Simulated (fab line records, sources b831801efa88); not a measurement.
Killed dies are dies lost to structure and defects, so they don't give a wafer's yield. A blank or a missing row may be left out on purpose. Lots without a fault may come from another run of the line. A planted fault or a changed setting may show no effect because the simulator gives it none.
fab line records | flow gf180mcu
record lots=7 wafers=21 last_day=34
route steps=602 shown STI@22 DNWELL@32 NWELL@42 LVPWELL@54 MVSD@77 MVPSD@89 VT_IMPLANT@100
lots that met no fault: from a run of the same line without faults
start_h: hours from the record's first day to the start of the lot's first wafer shown | wait_h: hours since the lot's step before | " the same as in the row above | L1.1+2: a row that stands for several wafers | - no value, or no start given | * or withheld: withheld | < > ~ a bound
route shown NAME@n: a module of which the file shows steps, and the number in the route of the first | usual: mean/standard deviation of fault-free wafers | same: alike in all rows | chamber/n: place in a boat | sites: the reading at each site | _std_site: their standard deviation | _edge_site: outer sites' mean less inner sites' | radius_mm: how far each site lies from the wafer's centre | mask NAME#n: copy n | behind: the tool/chamber that last shaped the wafer | hold: why the lot was held/for how many hours/how that ended | device: the transistor (n, p or np) that didn't switch | end of line: the same wafers' tests at the end of the route | a step without rows: its recipe alone | killed: dies lost to structure and defects at the first sort, not the wafer's yield | map: a wafer's dies, x killed, . not, _ none there
set.NAME: the setting as run; set.NAME@STEP: as run at that earlier step | model.NAME: the simulator's own value behind a step, which no gauge read
lots at some steps of the route; a table a step, a row a wafer
services: from which hour (start_h, from the record's first day; less than 0 if before it) a tool's chamber was out of use, for how many hours, and why
## steps
# step GF_STI_OXIDATION_21
# recipe temp_c=1000 ambient=O2 stabilise_s=600 purge_s=300 target_thk_a=150 ox_time_s=458
# step GF_STI_THK_MEAS_22
# recipe reads=SiO2_of_STI_OXIDATION_21
# usual STI_OXIDATION_01_THK=15.02/0.21
# columns lot.wafer tool chamber start_h wait_h STI_OXIDATION_01_THK[nm]
L334.2 film_metro-04 - 32.62 0.0 14.70
L334.3 " - " " 14.98
L334.4 " - " " 14.80
L345.1 film_metro-04 - 88.77 0.0 15.42
L345.2 " - " " 15.29
L345.3 " - " " 14.91
L346.3 film_metro-02 - 95.06 0.0 15.15
L346.5 " - " " 15.35
L346.6 " - " " 15.25
L347.1 film_metro-02 - 102.64 0.0 15.01
L347.4 " - " " 15.11
L347.6 " - " " 15.05
L348.1 film_metro-04 - 103.98 0.0 15.14
L348.3 " - " " 14.89
L348.5 " - " " 14.96
L355.3 film_metro-01 - 142.59 0.0 15.07
L355.4 " - " " 15.20
L355.5 " - " " 15.36
L356.2 film_metro-02 - 145.45 0.0 15.35
L356.3 " - " " 15.02
L356.4 " - " " 14.99
# step GF_STI_CVD_23
# recipe material=SiO2 target_thk_nm=650 sigma_open_frac=0.3 time_s=108.3 temp_c=600 sih4_flow_sccm=60 pressure_mtorr=6
# step GF_STI_THK_MEAS_24
# recipe reads=SiO2_of_STI_CVD_23
# usual STI_CVD_23_THK=653/7.4
# columns lot.wafer tool chamber start_h wait_h STI_CVD_23_THK[nm]
L334.2 film_metro-01 - 32.76 0.0 654
L334.3 " - " " 652
L334.4 " - " " 656
L345.1 film_metro-01 - 88.91 0.0 650
L345.2 " - " " 645
L345.3 " - " " 652
L346.3 film_metro-01 - 95.20 0.1 652
L346.5 " - " " 649
L346.6 " - " " 656
L347.1 film_metro-04 - 102.78 0.0 663
L347.4 " - " " 667
L347.6 " - " " 654
L348.1 film_metro-02 - 104.11 0.0 656
L348.3 " - " " 654
L348.5 " - " " 659
L355.3 film_metro-02 - 142.73 0.1 660
L355.4 " - " " 651
L355.5 " - " " 651
L356.2 film_metro-04 - 145.59 0.0 650
L356.3 " - " " 639
L356.4 " - " " 641
# step GF_STI_CMP_25
# recipe stop_on=Si3N4 t_overpolish_s=33 down_force_psi=4 platen_rpm=60 target_thk_nm=524.6 pad_velocity_m_s=0.94248
# usual motor_current_A=11.8/1.6 overpolish_run_s=33.001/0.0084 retaining_ring_pressure_frac=1.000/0.0051 time_to_endpoint_s=126/4.7
# columns lot.wafer tool chamber start_h wait_h motor_current_A overpolish_run_s retaining_ring_pressure_frac time_to_endpoint_s
L334.3 cmp-02 3 32.82 0.0 9.6 32.995 1.009 126
L334.2 " 0 " " 10.4 32.991 0.998 130
L334.4 " 1 " " 11.9 32.991 0.997 127
L345.2 cmp-02 1 88.97 0.0 11.9 32.996 0.998 122
L345.3 " 3 " " 10.2 32.997 0.995 124
L345.1 " 0 " " 10.6 33.016 0.999 127
L346.3 cmp-01 0 95.34 0.1 11.0 32.992 1.004 126
L346.6 " 2 " " 13.4 33.005 0.995 127
L346.5 " 3 " " 14.5 33.012 0.997 133
L347.4 cmp-02 3 102.89 0.1 9.6 33.001 1.000 126
L347.1 " 0 " " 10.9 33.002 0.995 128
L347.6 " 2 " " 13.5 32.994 0.990 120
L348.1 cmp-02 0 104.29 0.2 10.7 33.000 1.000 123
L348.3 " 1 " " 12.0 33.002 1.001 121
L348.5 " 1 " " 11.6 32.995 1.008 124
L355.3 cmp-02 0 142.82 0.1 10.1 33.008 1.012 127
L355.4 " 1 " " 11.4 33.004 1.000 121
L355.5 " 3 " " 9.3 32.992 1.000 121
L356.3 cmp-02 2 145.69 0.1 13.5 32.997 0.989 122
L356.4 " 3 " " 10.0 33.001 0.999 126
L356.2 " 0 " " 10.6 33.003 0.998 130
# step GF_STI_WET_ETCH_26
# recipe chemistry=dHF target_depth_nm=94 target=SiO2 temp_c=25 dilution=10:1 time_s=188
# step GF_STI_WET_ETCH_27
# recipe chemistry=H3PO4 target_depth_nm=160 target=Si3N4 temp_c=160 time_s=1825
# step GF_STI_WET_ETCH_28
# recipe chemistry=dHF target_depth_nm=20 dry=ipa_marangoni target=SiO2 temp_c=25 dilution=10:1 time_s=40
# step GF_STI_OXIDATION_29
# recipe temp_c=900 ambient=O2 stabilise_s=600 purge_s=300 target_thk_a=100 ox_time_s=1418
# step GF_STI_THK_MEAS_30
# recipe reads=SiO2_of_STI_OXIDATION_29
# usual STI_OXIDATION_02_THK=10.01/0.18
# columns lot.wafer tool chamber start_h wait_h STI_OXIDATION_02_THK[nm]
L334.2 film_metro-02 - 35.12 0.0 9.74
L334.3 " - " " 9.75
L334.4 " - " " 9.86
L345.1 film_metro-02 - 91.31 0.0 10.46
L345.2 " - " " 10.50
L345.3 " - " " 10.29
L346.3 film_metro-02 - 97.93 0.0 10.11
L346.5 " - " " 10.29
L346.6 " - " " 10.23
L347.1 film_metro-01 - 105.37 0.0 10.12
L347.4 " - " " 10.15
L347.6 " - " " 10.05
L348.1 film_metro-01 - 106.76 0.0 10.10
L348.3 " - " " 10.09
L348.5 " - " " 10.25
L355.3 film_metro-04 - 145.12 0.0 9.76
L355.4 " - " " 9.67
L355.5 " - " " 9.88
L356.2 film_metro-01 - 148.46 0.0 10.04
L356.3 " - " " 9.97
L356.4 " - " " 9.92
# step GF_DNWELL_DEHYDRATE_00
# recipe temp_c=200 time_s=60
# step GF_DNWELL_HMDS_01
# recipe prime_time_s=60 prime_temp_c=120
# step GF_DNWELL_COAT_02
# recipe spin_rpm=2000 resist_thk_nm=3000
# usual chill_plate_temp_C=22.99/0.098 dispense_pressure_kPa=46.7/0.59 exhaust_pa=45.0/0.96
# columns lot.wafer tool chamber start_h wait_h chill_plate_temp_C dispense_pressure_kPa exhaust_pa
L334.2 litho_track-04 0 40.76 0.1 22.92 47.3 46.1
L334.3 " 0 " " 22.94 47.3 44.0
L334.4 " 0 " " 22.82 47.3 45.3
L345.1 litho_track-03 0 97.99 0.1 23.01 45.9 45.2
L345.2 " 0 " " 23.00 45.9 44.5
L345.3 " 0 " " 23.00 45.9 45.0
L346.3 litho_track-03 - 104.29 0.1 - - -
L346.5 " - " " - - -
L346.6 " - " " - - -
L347.1 litho_track-03 - 112.44 0.1 - - -
L347.4 " - " " - - -
L347.6 " - " " - - -
L348.1 litho_track-02 - 114.33 0.1 - - -
L348.3 " - " " - - -
L348.5 " - " " - - -
L355.3 litho_track-04 0 152.99 0.1 22.99 47.3 44.5
L355.4 " 0 " " 22.90 47.2 43.6
L355.5 " 0 " " 22.95 47.3 45.1
L356.2 litho_track-04 0 155.81 0.1 22.95 47.3 44.9
L356.3 " 0 " " 22.93 47.3 45.5
L356.4 " 0 " " 23.03 47.3 44.8
# step GF_DNWELL_SOFTBAKE_03
# recipe temp_c=110 time_s=withheld
# step GF_DNWELL_EXPOSE_04
# recipe mask_id=DNWELL target_cd_nm=1700 na=0.6 source_shape=conventional sigma_outer=0.6 dose_mj=260
# step GF_DNWELL_PEB_05
# recipe temp_c=115 time_s=withheld
# step GF_DNWELL_DEVELOP_06
# recipe wall_angle_deg=90 develop_time_s=60 dev_temp_c=23
# step GF_DNWELL_IMPLANT_07
# recipe species=P energy_kev=1500 dose_cm2=1e+13 tilt_deg=0
# step GF_DNWELL_STRIP_08
# recipe chemistry=O2/N2 power_w=1400 pressure_mtorr=1500 platen_temp_c=250 o2_flow_sccm=3000 n2_flow_sccm=300 overash_fraction=0.5
# usual drypump_motor_current_A=6.0/0.32 heater_power_w=355/53 o2_flow_sccm=3001/8.2 oes_product_au=0.722/0.0042 strip_time_to_endpoint_s=36.91/0.096
# columns lot.wafer tool chamber start_h wait_h drypump_motor_current_A heater_power_w o2_flow_sccm oes_product_au rf_hours_counter_h strip_time_to_endpoint_s
L334.2 plasma_asher-02 0 47.18 0.1 5.6 314 3014 0.724 26 36.83
L334.3 " 1 " " 6.0 352 3000 0.714 - 36.68
L334.4 " 0 " " 5.6 320 3013 0.723 - 36.74
L345.1 plasma_asher-02 0 105.18 0.1 5.6 312 3010 0.728 32 37.03
L345.2 " 1 " " 6.0 343 3014 0.724 32 36.98
L345.3 " 1 " " 6.0 349 3004 0.719 - 36.97
L346.3 plasma_asher-01 0 112.32 0.1 6.3 283 3011 - - -
L346.5 " 0 " " 6.3 295 3015 - - -
L346.6 " 1 " " 6.1 421 2987 - - -
L347.1 plasma_asher-01 0 120.17 0.1 6.3 291 3003 - 46 -
L347.4 " 1 " " 6.1 413 3012 - - -
L347.6 " 0 " " 6.3 294 2995 - - -
L348.1 plasma_asher-04 0 121.77 0.1 5.2 424 2998 - 45 -
L348.3 " 1 " " 5.7 383 3001 - - -
L348.5 " 1 " " 5.7 383 3003 - - -
L355.3 plasma_asher-02 0 161.22 0.1 5.6 308 3001 0.721 - 37.05
L355.4 " 1 " " 6.0 349 2996 0.720 - 37.03
L355.5 " 0 " " 5.6 319 2997 0.724 - 37.05
L356.2 plasma_asher-02 1 164.62 0.1 6.0 353 2998 0.720 39 36.74
L356.3 " 0 " " 5.6 318 3007 0.724 - 36.89
L356.4 " 1 " " 6.0 350 3002 0.721 - 36.72
# step GF_DNWELL_TW_MEAS_09
# usual DNWELL_TW=1364/21
# columns lot.wafer tool chamber start_h wait_h DNWELL_TW
L334.2 film_metro-04 - 47.29 0.1 1354
L334.3 " - " " 1351
L334.4 " - " " 1360
L345.1 film_metro-02 - 105.28 0.1 1352
L345.2 " - " " 1351
L345.3 " - " " 1348
L346.3 film_metro-03 - 112.41 0.1 1380
L346.5 " - " " 1384
L346.6 " - " " 1390
L347.1 film_metro-04 - 120.27 0.1 1365
L347.4 " - " " 1365
L347.6 " - " " 1353
L348.1 film_metro-03 - 121.87 0.1 1380
L348.3 " - " " 1376
L348.5 " - " " 1379
L355.3 film_metro-04 - 161.31 0.1 1358
L355.4 " - " " 1358
L355.5 " - " " 1350
L356.2 film_metro-04 - 164.73 0.1 1346
L356.3 " - " " 1342
L356.4 " - " " 1350
# step GF_NWELL_DEHYDRATE_00
# recipe temp_c=200 time_s=60
# step GF_NWELL_HMDS_01
# recipe prime_time_s=60 prime_temp_c=120
# step GF_NWELL_COAT_02
# recipe spin_rpm=2000 resist_thk_nm=3000
# step GF_NWELL_SOFTBAKE_03
# recipe temp_c=110 time_s=withheld
# step GF_NWELL_EXPOSE_04
# recipe mask_id=Nwell target_cd_nm=860 na=0.6 source_shape=conventional sigma_outer=0.6 dose_mj=260
# step GF_NWELL_PEB_05
# recipe temp_c=115 time_s=withheld
# step GF_NWELL_DEVELOP_06
# recipe wall_angle_deg=90 develop_time_s=60 dev_temp_c=23
# step GF_NWELL_OVL_MEAS_07
# usual NWELL_OVL=1.3/1.4
# columns lot.wafer tool chamber start_h wait_h NWELL_OVL[nm]
L334.2 overlay-02 - 60.48 - 2.5
L334.3 " - " " 2.3
L334.4 " - " " 1.9
L345.1 overlay-02 - 119.68 - 1.1
L345.2 " - " " 1.1
L345.3 " - " " 0.8
L346.3 overlay-02 - 126.59 - 1.8
L346.5 " - " " 1.7
L346.6 " - " " 1.7
L347.1 overlay-02 - 135.09 - 3.9
L347.4 " - " " 4.1
L347.6 " - " " 4.3
L348.1 overlay-01 - 137.29 - -0.8
L348.3 " - " " -0.3
L348.5 " - " " -1.4
L355.3 overlay-02 - 177.74 - -0.1
L355.4 " - " " 0.5
L355.5 " - " " 1.5
L356.2 overlay-02 - 180.44 - 1.6
L356.3 " - " " 1.1
L356.4 " - " " 0.1
# step GF_NWELL_IMPLANT_08
# recipe species=P energy_kev=450 dose_cm2=1.5e+13 tilt_deg=0
# step GF_NWELL_IMPLANT_09
# recipe species=P energy_kev=160 dose_cm2=4e+12 tilt_deg=0
# step GF_NWELL_STRIP_10
# recipe chemistry=O2/N2 power_w=1400 pressure_mtorr=1500 platen_temp_c=250 o2_flow_sccm=3000 n2_flow_sccm=300 overash_fraction=0.5
# usual drypump_motor_current_A=5.7/0.4 heater_power_w=358/41 o2_flow_sccm=2999/9.6 oes_product_au=0.722/0.0044 strip_time_to_endpoint_s=36.89/0.11
# columns lot.wafer tool chamber start_h wait_h drypump_motor_current_A heater_power_w o2_flow_sccm oes_product_au rf_hours_counter_h strip_time_to_endpoint_s
L334.2 plasma_asher-03 0 60.81 0.1 6.4 336 3001 0.721 40 36.81
L334.3 " 1 " " 5.6 311 3005 0.720 - 36.89
L334.4 " 0 " " 6.4 325 3007 0.715 - 36.78
L345.1 plasma_asher-02 0 120.01 0.1 5.6 318 2998 0.725 34 36.68
L345.2 " 1 " " 6.1 351 3001 0.719 34 36.60
L345.3 " 1 " " 6.1 352 3017 0.713 - 36.79
L346.3 plasma_asher-04 1 126.94 0.1 5.7 369 3001 0.723 - 37.07
L346.5 " 0 " " 5.2 422 2977 0.720 - 37.12
L346.6 " 1 " " 5.7 385 2992 0.719 - 36.88
L347.1 plasma_asher-04 1 135.42 0.1 5.7 383 3007 0.721 47 36.97
L347.4 " 0 " " 5.2 422 3002 0.716 - 37.01
L347.6 " 0 " " 5.2 426 2994 0.726 - 36.93
L348.1 plasma_asher-03 1 137.62 0.1 5.6 313 2992 0.726 2 36.82
L348.3 " 0 " " 6.4 360 3007 0.722 - 36.83
L348.5 " 1 " " 5.6 311 2992 0.718 - 36.77
L355.3 plasma_asher-02 1 178.10 0.1 6.0 359 2989 0.718 - 36.89
L355.4 " 0 " " 5.6 319 3001 0.720 - 36.80
L355.5 " 1 " " 6.0 340 3007 0.713 - 36.92
L356.2 plasma_asher-02 0 180.77 0.1 5.6 322 3007 0.727 41 36.97
L356.3 " 0 " " 5.6 320 3005 0.724 - 37.06
L356.4 " 1 " " 6.0 347 2990 0.716 - 36.96
# step GF_NWELL_TW_MEAS_11
# usual NWELL_TW=1599/18
# columns lot.wafer tool chamber start_h wait_h NWELL_TW
L334.2 film_metro-01 - 60.92 0.1 1593
L334.3 " - " " 1588
L334.4 " - " " 1597
L345.1 film_metro-01 - 120.11 0.1 1599
L345.2 " - " " 1602
L345.3 " - " " 1603
L346.3 film_metro-03 - 127.03 0.1 1878
L346.5 " - " " 1887
L346.6 " - " " 1889
L347.1 film_metro-01 - 135.52 0.1 1870
L347.4 " - " " 1877
L347.6 " - " " 1875
L348.1 film_metro-01 - 137.72 0.1 1869
L348.3 " - " " 1861
L348.5 " - " " 1873
L355.3 film_metro-03 - 178.18 0.1 1607
L355.4 " - " " 1607
L355.5 " - " " 1607
L356.2 film_metro-02 - 180.88 0.1 1562
L356.3 " - " " 1572
L356.4 " - " " 1564
# step GF_LVPWELL_DEHYDRATE_00
# recipe temp_c=200 time_s=60
# step GF_LVPWELL_HMDS_01
# recipe prime_time_s=60 prime_temp_c=120
# step GF_LVPWELL_COAT_02
# recipe spin_rpm=2000 resist_thk_nm=3000
# step GF_LVPWELL_SOFTBAKE_03
# recipe temp_c=110 time_s=withheld
# step GF_LVPWELL_EXPOSE_04
# recipe mask_id=LVPWELL target_cd_nm=600 na=0.6 source_shape=conventional sigma_outer=0.6 dose_mj=260
# step GF_LVPWELL_PEB_05
# recipe temp_c=115 time_s=withheld
# step GF_LVPWELL_DEVELOP_06
# recipe wall_angle_deg=90 develop_time_s=60 dev_temp_c=23
# step GF_LVPWELL_OVL_MEAS_07
# usual LVPWELL_OVL=-0.3/1.7
# columns lot.wafer tool chamber start_h wait_h LVPWELL_OVL[nm]
L334.2 overlay-02 - 74.40 - -0.1
L334.3 " - " " 0.7
L334.4 " - " " -0.8
L345.1 overlay-02 - 135.34 - -0.5
L345.2 " - " " -0.5
L345.3 " - " " -0.2
L346.3 overlay-01 - 142.45 - -0.6
L346.5 " - " " -0.3
L346.6 " - " " 1.0
L347.1 overlay-01 - 150.69 - -1.4
L347.4 " - " " -0.4
L347.6 " - " " -0.6
L348.1 overlay-01 - 153.33 - -0.3
L348.3 " - " " 0.0
L348.5 " - " " -0.8
L355.3 overlay-01 - 194.55 - 1.5
L355.4 " - " " 2.4
L355.5 " - " " 2.0
L356.2 overlay-01 - 197.85 - 1.8
L356.3 " - " " 0.5
L356.4 " - " " -0.3
# step GF_LVPWELL_IMPLANT_08
# recipe species=B energy_kev=170 dose_cm2=1.5e+13 tilt_deg=0
# step GF_LVPWELL_IMPLANT_09
# recipe species=B energy_kev=60 dose_cm2=5e+12 tilt_deg=0
# step GF_LVPWELL_TW_MEAS_11
# usual LVPWELL_TW=564/7.5
# columns lot.wafer tool chamber start_h wait_h LVPWELL_TW
L334.2 film_metro-02 - 75.36 0.1 554
L334.3 " - " " 558
L334.4 " - " " 557
L345.1 film_metro-03 - 135.78 0.1 571
L345.2 " - " " 567
L345.3 " - " " 570
L346.3 film_metro-01 - 142.89 0.1 1406
L346.5 " - " " 1404
L346.6 " - " " 1408
L347.1 film_metro-02 - 151.12 0.1 1387
L347.4 " - " " 1380
L347.6 " - " " 1376
L348.1 film_metro-01 - 153.76 0.1 1387
L348.3 " - " " 1398
L348.5 " - " " 1385
L356.2 film_metro-03 - 198.29 0.1 576
L356.3 " - " " 574
L356.4 " - " " 576
L355.3 film_metro-01 - 198.38 0.1 568
L355.4 " - " " 561
L355.5 " - " " 565
# step GF_MVSD_TW_MEAS_11
# usual MVSD_TW=1594/23
# columns lot.wafer tool chamber start_h wait_h MVSD_TW
L334.2 film_metro-03 - 89.58 0.1 1621
L334.3 " - " " 1619
L334.4 " - " " 1629
L345.1 film_metro-03 - 152.11 0.1 1626
L345.2 " - " " 1633
L345.3 " - " " 1616
L346.3 film_metro-01 - 158.83 0.1 1868
L346.5 " - " " 1872
L346.6 " - " " 1866
L347.1 film_metro-03 - 167.68 0.1 1919
L347.4 " - " " 1905
L347.6 " - " " 1906
L348.1 film_metro-01 - 169.76 0.1 1837
L348.3 " - " " 1861
L348.5 " - " " 1851
L356.2 film_metro-02 - 215.44 0.1 1568
L356.3 " - " " 1557
L356.4 " - " " 1570
L355.3 film_metro-03 - 215.73 0.1 1618
L355.4 " - " " 1627
L355.5 " - " " 1631
# step GF_MVPSD_TW_MEAS_11
# usual MVPSD_TW=559/7.8
# columns lot.wafer tool chamber start_h wait_h MVPSD_TW
L334.2 film_metro-02 - 103.87 0.1 551
L334.3 " - " " 552
L334.4 " - " " 551
L345.1 film_metro-02 - 168.17 0.1 551
L345.2 " - " " 550
L345.3 " - " " 555
L346.3 film_metro-03 - 175.24 0.1 1408
L346.5 " - " " 1410
L346.6 " - " " 1398
L347.1 film_metro-03 - 184.58 0.1 1411
L347.4 " - " " 1406
L347.6 " - " " 1405
L348.1 film_metro-03 - 186.57 0.1 1399
L348.3 " - " " 1399
L348.5 " - " " 1394
L356.2 film_metro-03 - 233.33 0.1 568
L356.3 " - " " 565
L356.4 " - " " 568
L355.3 film_metro-02 - 234.04 0.1 547
L355.4 " - " " 549
L355.5 " - " " 548
# step GF_VT_IMPLANT_TW_MEAS_10
# usual VT_IMPLANT_TW=569/7.9
# columns lot.wafer tool chamber start_h wait_h VT_IMPLANT_TW
L334.2 film_metro-04 - 118.37 0.1 565
L334.3 " - " " 562
L334.4 " - " " 564
L345.1 film_metro-01 - 185.21 0.1 566
L345.2 " - " " 570
L345.3 " - " " 566
L346.3 film_metro-04 - 191.93 0.1 1376
L346.5 " - " " 1374
L346.6 " - " " 1374
L347.1 film_metro-01 - 201.01 0.1 1392
L347.4 " - " " 1402
L347.6 " - " " 1395
L348.1 film_metro-03 - 202.86 0.1 1407
L348.3 " - " " 1411
L348.5 " - " " 1420
L356.2 film_metro-04 - 251.83 0.1 559
L356.3 " - " " 560
L356.4 " - " " 561
L355.3 film_metro-03 - 252.13 0.1 576
L355.4 " - " " 576
L355.5 " - " " 577
# step GF_VT_IMPLANT_TW_MEAS_21
# usual VT_IMPLANT_2_TW=1225/16
# columns lot.wafer tool chamber start_h wait_h VT_IMPLANT_2_TW
L334.2 film_metro-04 - 133.12 0.1 1216
L334.3 " - " " 1215
L334.4 " - " " 1210
L345.1 film_metro-01 - 201.61 0.1 1224
L345.2 " - " " 1224
L345.3 " - " " 1224
L346.3 film_metro-04 - 209.58 0.1 1603
L346.5 " - " " 1605
L346.6 " - " " 1608
L347.1 film_metro-01 - 218.92 0.1 1647
L347.4 " - " " 1638
L347.6 " - " " 1642
L348.1 film_metro-03 - 220.06 0.1 1647
L348.3 " - " " 1657
L348.5 " - " " 1655
L356.2 film_metro-04 - 271.12 0.1 1211
L356.3 " - " " 1210
L356.4 " - " " 1209
L355.3 film_metro-04 - 271.73 0.1 1209
L355.4 " - " " 1207
L355.5 " - " " 1211
# step GF_VT_IMPLANT_TW_MEAS_32
# usual VT_IMPLANT_3_TW=272/4.1
# columns lot.wafer tool chamber start_h wait_h VT_IMPLANT_3_TW
L334.2 film_metro-03 - 148.48 0.1 278
L334.3 " - " " 275
L334.4 " - " " 275
L345.1 film_metro-03 - 219.52 0.1 276
L345.2 " - " " 275
L345.3 " - " " 275
L346.3 film_metro-03 - 227.03 0.1 1394
L346.5 " - " " 1399
L346.6 " - " " 1393
L347.1 film_metro-04 - 236.62 0.1 1355
L347.4 " - " " 1357
L347.6 " - " " 1355
L348.1 film_metro-03 - 238.62 0.1 1392
L348.3 " - " " 1387
L348.5 " - " " 1388
L356.2 film_metro-03 - 290.72 0.1 277
L356.3 " - " " 277
L356.4 " - " " 277
L355.3 film_metro-03 - 291.53 0.1 276
L355.4 " - " " 276
L355.5 " - " " 276
## services
# columns tool chamber start_h hours kind
plasma_asher-01 - 25.49 0.8 repair
cmp-01 - 32.24 5.5 pm
cmp-01 - 58.27 3.7 repair
cmp-01 - 62.05 0.8 repair
plasma_asher-01 - 63.02 2.3 repair
cmp-01 - 64.00 4.0 pm
cmp-01 - 68.00 - consumable_replace:conditioner
cmp-01 - 68.00 - consumable_replace:pad
cmp-02 - 71.03 1.6 repair
plasma_asher-04 - 74.73 2.8 pm
cmp-01 - 82.36 5.5 pm
cmp-01 - 96.58 17.6 repair
plasma_asher-03 - 108.75 9.0 pm
plasma_asher-03 0 108.75 9.0 vent_cycle
plasma_asher-03 1 108.75 9.0 vent_cycle
plasma_asher-03 0 117.75 - clean
plasma_asher-03 1 117.75 - clean
plasma_asher-04 - 125.94 0.4 repair
cmp-02 - 127.63 1.1 repair
cmp-01 - 145.49 0.6 repair
cmp-01 - 171.89 10.0 repair
plasma_asher-04 - 175.00 3.5 repair
plasma_asher-04 - 179.18 1.7 repair
## key
first_sign step=GF_DNWELL_COAT_02 reading=tool_record direction=missing
effect step=GF_NWELL_TW_MEAS_11 reading=NWELL_TW direction=up sigmas=15 usual=1599 struck=1875
effect step=GF_LVPWELL_TW_MEAS_11 reading=LVPWELL_TW direction=up sigmas=99+ usual=564 struck=1392
effect step=GF_MVSD_TW_MEAS_11 reading=MVSD_TW direction=up sigmas=12 usual=1594 struck=1876
effect step=GF_MVPSD_TW_MEAS_11 reading=MVPSD_TW direction=up sigmas=99+ usual=559 struck=1403
effect step=GF_VT_IMPLANT_TW_MEAS_10 reading=VT_IMPLANT_TW direction=up sigmas=99+ usual=569 struck=1394
effect step=GF_VT_IMPLANT_TW_MEAS_21 reading=VT_IMPLANT_2_TW direction=up sigmas=25 usual=1225 struck=1634
effect step=GF_VT_IMPLANT_TW_MEAS_32 reading=VT_IMPLANT_3_TW direction=up sigmas=99+ usual=272 struck=1380
met_at GF_DNWELL_COAT_02
struck_wafers L346.3,L346.5,L346.6,L347.1,L347.4,L347.6,L348.1,L348.3,L348.5
sort_left_out L346.3,L346.5,L346.6,L347.1,L347.4,L347.6,L348.1,L348.3,L348.5
tester_left_out L346,L347,L348
onset_between 97.99 104.29
fault kind=skipped_step_whole tool=litho_track-02,litho_track-03 chamber=- onset_h=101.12 steps=GF_DNWELL_COAT_02 scope=struck_lots_only
# tester_left_out: of these lots the tester's yield and bins aren't shown, on N5 and GAA mostly nor the transistor test; their killed dies are dies lost to structure and defects alone, not to doping, threshold or leakage, so they don't give the yield
# sort_left_out: the simulated sort isn't trusted on such a fault, so these wafers' sort isn't shown, and their yield isn't known
